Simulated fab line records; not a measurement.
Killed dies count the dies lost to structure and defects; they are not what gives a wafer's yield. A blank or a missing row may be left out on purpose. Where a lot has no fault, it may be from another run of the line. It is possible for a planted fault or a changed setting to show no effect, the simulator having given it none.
Matching of chambers	flow sky130	SKY_VIA3_CMP_24 on cmp-01 has 4 sister chambers
The step polishes, stops on SiO2, t overpolish 20 s, target thk 0 nm. 8 wafers are shown with their chamber, then 12 later ones without.

== WAFERS, EACH WITH ITS CHAMBER ==
wafer	chamber	motor-current-A (A)	time-to-endpoint-s (s)
L091.4	3	13.1	94
L091.5	1	8.5	94
L091.6	0	10.9	94
L092.2	3	13.4	90
L092.4	0	10.1	99
L094.4	2	10.8	99
L094.5	1	9.3	94
L094.6	2	11.4	95

== WAFERS WITHOUT THEIR CHAMBER ==
wafer	motor-current-A (A)	time-to-endpoint-s (s)
L095.1	10.8	100
L095.5	11.1	101
L095.6	12.0	95
L095.2	10.8	95
L095.3	12.0	96
L095.4	9.3	96
L096.1	9.1	91
L096.2	10.9	94
L096.4	12.8	93
L097.3	10.9	100
L097.4	9.3	92
L097.5	8.7	92

== EACH ONE'S CHAMBER ==
wafer	from the rows above	in truth
L095.1	can't be placed: 2 or 0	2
L095.5	can't be placed: 2 or 0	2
L095.6	can't be placed: 2 or 3 or 0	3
L095.2	can't be placed: 0 or 2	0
L095.3	can't be placed: 2 or 3 or 0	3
L095.4	can't be placed: 1 or 0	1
L096.1	1	1
L096.2	can't be placed: 2 or 0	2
L096.4	3	3
L097.3	can't be placed: 2 or 0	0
L097.4	can't be placed: 1 or 0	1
L097.5	1	1
Correctly placed: 3 of 12. Unplaceable from these rows: 9, with the true chamber sitting among the candidates in 9. Number placed wrongly: 0.
How it was worked out, from the rows above alone: a wafer's distance from a chamber is the root of the sum, over the readings, of the square of ((its reading less the chamber's mean) divided by the reading's scatter). The wafer belongs to the nearest chamber; if the next one is less than 2 further off, it can't be placed. Each chamber's mean is taken over the wafers shown for it. The scatter is the square root of a quotient: the sum, over the shown wafers, of each reading's squared deviation from its chamber's mean, divided by wafers minus chambers.
